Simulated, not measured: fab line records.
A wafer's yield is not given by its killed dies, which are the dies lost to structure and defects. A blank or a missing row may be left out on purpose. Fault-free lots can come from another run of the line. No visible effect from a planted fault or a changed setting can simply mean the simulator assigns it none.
What tool caused it? + flow sky130 + Sampling: 6 lots, 18 wafers, 4 of 708 route steps

== WHAT EACH GAUGE READ, for each wafer ==
SKY_PAD_OPEN_BOW_MEAS_13.
| lot  | measured     | on            | PAD_OPEN_BOW (um) |
|------|--------------|---------------|-------------------|
| L929 | day 46 05:13 | film metro-04 | 37 42 40          |
| L933 | day 47 04:09 | film metro-01 | 47 59 60          |
| L932 | day 47 07:03 | film metro-04 | 44 53 51          |
| L941 | day 49 03:49 | film metro-04 | 57 51 33          |
| L943 | day 49 13:16 | film metro-02 | 46 35 46          |
| L950 | day 50 22:05 | film metro-02 | 51 43 54          |

== EACH LOT AND THE TOOL THAT RAN IT (in order: tool; ch and the chambers of the sampled wafers; start) ==
| lot  | SKY_VIA4_CMP_02               | SKY_VIA4_CMP_21               | SKY_METAL5_SPUTTER_04        |
|------|-------------------------------|-------------------------------|------------------------------|
| L929 | cmp-01 ch 1,2,3, day 42 07:06 | cmp-02 ch 0,2,3, day 43 07:36 | pvd sputter-02, day 43 07:58 |
| L933 | cmp-01 ch 0,1,2, day 43 08:48 | cmp-02 ch 0,2,3, day 44 08:21 | pvd sputter-03, day 44 08:43 |
| L932 | cmp-01 ch 1,3, day 43 13:14   | cmp-02 ch 1,2,3, day 44 12:58 | pvd sputter-01, day 44 13:19 |
| L941 | cmp-02 ch 0,3, day 45 15:28   | cmp-02 ch 1,3, day 46 14:22   | pvd sputter-03, day 46 14:47 |
| L943 | cmp-01 ch 0,1,3, day 46 02:20 | cmp-01 ch 2,3, day 46 23:30   | pvd sputter-03, day 46 23:55 |
| L950 | cmp-01 ch 1,2, day 47 20:28   | cmp-02 ch 1,2,3, day 48 16:29 | pvd sputter-01, day 48 16:51 |
- SKY_VIA4_CMP_02: polishes SiO2.
- SKY_VIA4_CMP_21: polishes, stops on SiO2, t overpolish 25 s, target thk 0 nm.
- SKY_METAL5_SPUTTER_04: material TiN, target thk 70 nm, time 58.3 s.

== THE ANSWER, worked out from the rows above alone ==
Rule: usual is defined by the lots themselves. The widest of any qualifying gaps counts: lots, ordered by their means at a reading, are off when they make up no more than a third of the lots, leave a main group of 4 or more, and stand apart from it by 3 or more times the standard deviation of that group's means. Not used: any main group whose means are identical at the precision the tables above print for the reading. A lot without any number at a reading at which 4 lots or more have one is off too. The other lots that the step has rows for count as sound.
No lot is off at any reading shown: from this, nothing can be told.

== WHAT WAS PUT IN BY THE SIMULATOR ==
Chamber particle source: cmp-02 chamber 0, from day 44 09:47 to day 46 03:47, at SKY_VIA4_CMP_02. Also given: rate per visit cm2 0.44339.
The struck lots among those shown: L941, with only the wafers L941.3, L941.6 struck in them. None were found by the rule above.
